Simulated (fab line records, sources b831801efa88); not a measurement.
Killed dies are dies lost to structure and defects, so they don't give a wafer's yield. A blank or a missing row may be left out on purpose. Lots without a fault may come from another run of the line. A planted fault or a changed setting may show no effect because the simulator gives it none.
fab line records | flow sky130 | part 2 of 2: steps 33 to 42 of 42
record lots=5 wafers=15 last_day=50
route steps=708 shown LOCAL_INTERCONNECT@391 CONTACT@406
lots that met no fault: from a run of the same line without faults
start_h: hours from the record's first day to the start of the lot's first wafer shown | wait_h: hours since the lot's step before | " the same as in the row above | L1.1+2: a row that stands for several wafers | - no value, or no start given | * or withheld: withheld | < > ~ a bound
route shown NAME@n: a module of which the file shows steps, and the number in the route of the first | usual: mean/standard deviation of fault-free wafers | same: alike in all rows | chamber/n: place in a boat | sites: the reading at each site | _std_site: their standard deviation | _edge_site: outer sites' mean less inner sites' | radius_mm: how far each site lies from the wafer's centre | mask NAME#n: copy n | behind: the tool/chamber that last shaped the wafer | hold: why the lot was held/for how many hours/how that ended | device: the transistor (n, p or np) that didn't switch | end of line: the same wafers' tests at the end of the route | a step without rows: its recipe alone | killed: dies lost to structure and defects at the first sort, not the wafer's yield | map: a wafer's dies, x killed, . not, _ none there
set.NAME: the setting as run; set.NAME@STEP: as run at that earlier step | model.NAME: the simulator's own value behind a step, which no gauge read
lots at some steps of the route; a table a step, a row a wafer
services: from which hour (start_h, from the record's first day; less than 0 if before it) a tool's chamber was out of use, for how many hours, and why
## steps
# step SKY_CONTACT_ETCH_17
# recipe target=SiO2 chemistry=C4F8/O2/Ar stop_on=Si3N4 mask_material=KrF-thick source_w=1500 bias_w=1200 pressure_mtorr=40 c4f8_flow_sccm=withheld O2_flow_sccm=6 Ar_flow_sccm=300 time_s=withheld target_depth_a=3400
# usual oes_product_au=0.893/0.0046
# columns lot.wafer tool chamber start_h wait_h oes_product_au
L088.2 rie_diel-03 0 840.66 0.0 0.884
L088.3 " 2 " " 0.897
L088.5 " 2 " " 0.898
L089.3 rie_diel-03 1 854.97 0.0 0.889
L089.5 " 2 " " 0.887
L089.6 " 3 " " 0.903
L091.1 rie_diel-04 3 867.26 0.0 0.891
L091.5 " 3 " " 0.886
L091.6 " 2 " " 0.892
L094.1 rie_diel-03 0 890.12 0.0 0.892
L094.3 " 3 " " 0.885
L094.5 " 0 " " 0.900
L097.1 rie_diel-04 3 904.96 0.0 0.891
L097.2 " 2 " " 0.892
L097.6 " 0 " " 0.896
# step SKY_CONTACT_ETCH_18
# recipe target=Si3N4 chemistry=CHF3/O2 stop_on=TiN source_w=600 bias_w=200 pressure_mtorr=40 chf3_flow_sccm=50 O2_flow_sccm=5 time_s=39 target_depth_a=750
# usual drypump_motor_current_A=5.7/0.55 oes_product_au=0.852/0.0081 throttle_valve_pct=8.793/0.0091
# same time_s=39
# columns lot.wafer tool chamber start_h wait_h drypump_motor_current_A oes_product_au rf_hours_counter_h throttle_valve_pct
L088.2 rie_diel-03 0 - - 5.3 0.844 3 8.801
L088.3 " 2 " " 6.5 0.838 10 8.801
L088.5 " 2 " " 6.4 0.851 - 8.766
L089.3 rie_diel-03 1 - - 6.3 0.839 9 8.785
L089.5 " 2 " " 6.4 0.844 - 8.786
L089.6 " 3 " " 6.3 0.850 - 8.783
L091.1 rie_diel-04 3 - - 5.1 0.858 19 8.788
L091.5 " 3 " " 5.1 0.857 - 8.790
L091.6 " 2 " " 5.2 0.865 - 8.809
L094.1 rie_diel-03 0 - - 5.3 0.849 4 8.802
L094.3 " 3 " " 6.3 0.850 17 8.778
L094.5 " 0 " " 5.3 0.848 - 8.796
L097.1 rie_diel-04 3 - - 5.1 0.843 20 8.808
L097.2 " 2 " " 5.2 0.844 13 8.810
L097.6 " 0 " " 5.7 0.851 - 8.809
# step SKY_CONTACT_STRIP_19
# recipe chemistry=O2/N2 power_w=1400 pressure_mtorr=1500 platen_temp_c=withheld o2_flow_sccm=3000 n2_flow_sccm=300 overash_fraction=0.5
# usual drypump_motor_current_A=5.7/0.34 o2_flow_sccm=3000/8 oes_product_au=0.381/0.0047 strip_time_to_endpoint_s=3.627/0.026
# same overash_fraction=0.5
# columns lot.wafer tool chamber start_h wait_h drypump_motor_current_A o2_flow_sccm oes_product_au rf_hours_counter_h strip_time_to_endpoint_s
L088.2 plasma_asher-01 0 840.75 - 5.8 2989 0.379 101 3.601
L088.3 " 0 " " 5.8 3009 0.387 - 3.662
L088.5 " 0 " " 5.8 2993 0.380 - 3.629
L089.3 plasma_asher-02 1 855.10 - 6.2 3000 0.381 - 3.660
L089.5 " 0 " " 5.5 2999 0.387 - 3.641
L089.6 " 1 " " 6.1 2993 0.380 - 3.606
L091.1 plasma_asher-02 0 867.35 - 5.5 3000 0.380 75 3.676
L091.5 " 1 " " 6.1 3006 0.386 - 3.682
L091.6 " 0 " " 5.5 3010 0.383 - 3.654
L094.1 plasma_asher-01 1 890.21 - 5.2 2998 0.378 107 3.585
L094.3 " 1 " " 5.1 3013 0.379 - 3.631
L094.5 " 0 " " 5.8 2995 0.387 - 3.604
L097.1 plasma_asher-02 0 905.05 - 5.5 3005 0.381 79 3.614
L097.2 " 1 " " 6.1 3001 0.385 79 3.619
L097.6 " 1 " " 6.1 3008 0.378 - 3.614
# step SKY_CONTACT_STRIP_20
# recipe chemistry=post_etch_residue_remover time_s=1200 temp_c=72.5
# same time_s=1200
# columns lot.wafer tool chamber start_h wait_h
L088.2+3+5 wet_bench-04 1 840.85 0.1
L089.3+5+6 wet_bench-04 1 855.16 0.0
L091.1+5+6 wet_bench-03 2 867.45 0.1
L094.1+3+5 wet_bench-02 0 890.31 0.1
L097.1+2+6 wet_bench-04 2 905.15 0.1
# step SKY_CONTACT_CLEAN_21
# recipe chemistry=IPA time_s=180 temp_c=25
# same time_s=180
# columns lot.wafer tool chamber start_h wait_h
L088.2+3+5 wet_bench-02 1 841.22 0.0
L089.3+5+6 wet_bench-04 0 855.50 0.0
L091.1+5+6 wet_bench-02 1 867.79 0.0
L094.1+3+5 wet_bench-03 2 890.68 0.0
L097.1+2+6 wet_bench-03 0 905.52 0.0
# step SKY_CONTACT_CLEAN_22
# recipe chemistry=O3/DIW dry=n2_spin
# columns lot.wafer tool chamber start_h wait_h
L088.2+3+5 wet_bench-03 2 841.28 0.0
L089.3+5+6 wet_bench-03 0 855.56 0.0
L091.1+5+6 wet_bench-04 2 867.85 0.0
L094.1+3+5 wet_bench-02 3 890.74 0.0
L097.1+2+6 wet_bench-04 0 905.59 0.0
# step SKY_CONTACT_SPUTTER_23
# recipe material=TiN target_thk_nm=20 chamber_pressure_pa=5 power_w=4000 time_s=80
# usual throttle_valve_pct=30.4/1
# same time_s=80
# columns lot.wafer tool chamber start_h wait_h throttle_valve_pct
L088.2 pvd_sputter-03 - 841.37 0.0 30.7
L088.3 " - " " 30.6
L088.5 " - " " 30.6
L089.3 pvd_sputter-03 - 855.66 0.0 30.6
L089.5 " - " " 30.9
L089.6 " - " " 30.3
L091.1 pvd_sputter-03 - 867.94 0.0 30.4
L091.5 " - " " 29.8
L091.6 " - " " 30.3
L094.1 pvd_sputter-02 - 890.84 0.0 29.8
L094.3 " - " " 32.8
L094.5 " - " " 29.9
L097.1 pvd_sputter-02 - 905.69 0.0 32.9
L097.2 " - " " 29.2
L097.6 " - " " 29.7
# step SKY_CONTACT_CVD_24
# recipe material=W target_thk_nm=340 time_s=102.12 temp_c=400 pressure_torr=40
# usual heater_power_w=884/46
# same time_s=102.12
# columns lot.wafer tool chamber start_h wait_h heater_power_w
L088.2 cvd_w-01 0 841.43 0.0 854
L088.3 " 1 " " 864
L088.5 " 1 " " 839
L089.3 cvd_w-02 1 855.76 0.1 852
L089.5 " 0 " " 941
L089.6 " 1 " " 855
L091.1 cvd_w-01 1 868.00 0.0 870
L091.5 " 0 " " 872
L091.6 " 1 " " 853
L094.1 cvd_w-02 0 890.90 0.0 943
L094.3 " 0 " " 953
L094.5 " 0 " " 953
L097.1 cvd_w-01 0 905.75 0.0 863
L097.2 " 1 " " 850
L097.6 " 0 " " 866
# step SKY_CONTACT_RS_MEAS_25
# recipe thk_meas_gauge=four-point-probe reads=W_of_CONTACT_CVD_24+TiN_of_CONTACT_SPUTTER_23
# usual CONTACT_W_RS=0.340/0.0033
# columns lot.wafer tool chamber start_h wait_h CONTACT_W_RS[ohm/sq]
L088.2 film_metro-03 - 841.56 0.1 0.341
L088.3 " - " " 0.339
L088.5 " - " " 0.338
L089.3 film_metro-04 - 855.87 0.1 0.336
L089.5 " - " " 0.338
L089.6 " - " " 0.339
L091.1 film_metro-01 - 868.11 0.1 0.341
L091.5 " - " " 0.340
L091.6 " - " " 0.335
L094.1 film_metro-03 - 891.01 0.1 0.340
L094.3 " - " " 0.337
L094.5 " - " " 0.338
L097.1 film_metro-01 - 905.86 0.1 0.341
L097.2 " - " " 0.337
L097.6 " - " " 0.336
# step SKY_CONTACT_THK_MEAS_26
# recipe thk_meas_gauge=xrf reads=W_of_CONTACT_CVD_24
# usual CONTACT_W_THK=343/3.9
# columns lot.wafer tool chamber start_h wait_h CONTACT_W_THK[nm]
L088.2 film_metro-03 - 841.67 0.1 333
L088.3 " - " " 339
L088.5 " - " " 339
L089.3 film_metro-04 - 855.97 0.1 347
L089.5 " - " " 347
L089.6 " - " " 345
L091.1 film_metro-01 - 868.23 0.1 342
L091.5 " - " " 345
L091.6 " - " " 347
L094.1 film_metro-03 - 891.13 0.1 341
L094.3 " - " " 346
L094.5 " - " " 346
L097.1 film_metro-01 - 905.98 0.1 342
L097.2 " - " " 346
L097.6 " - " " 345
## services
# columns tool chamber start_h hours kind
krf_scanner-01 - 777.93 4.0 pm
plasma_asher-04 - 781.29 1.2 repair
rie_diel-04 0 797.21 8.0 repair
krf_scanner-01 - 800.42 1.8 repair
cvd_w-01 - 801.40 28.1 pm
rie_diel-04 - 801.62 14.6 pm
krf_scanner-02 - 802.26 1.0 pm
krf_scanner-01 - 807.50 3.6 pm
hdpcvd-01 - 808.92 1.1 repair
krf_scanner-02 - 811.06 0.8 pm
krf_scanner-01 - 813.29 1.3 pm
hdpcvd-01 - 815.93 0.3 repair
rie_diel-04 3 830.35 4.9 repair
cmp-01 - 834.45 0.3 repair
plasma_asher-02 - 837.41 15.6 pm
cmp-01 - 844.01 0.3 repair
rie_diel-03 0 852.65 8.7 repair
krf_scanner-02 - 876.24 1.3 pm
rie_metal-03 1 881.61 10.6 repair
cmp-01 - 882.46 1.7 repair
cmp-01 - 883.39 2.1 repair
rie_diel-03 0 886.30 2.8 repair
cmp-01 - 896.32 4.9 pm
rie_diel-04 - 899.83 0.1 repair
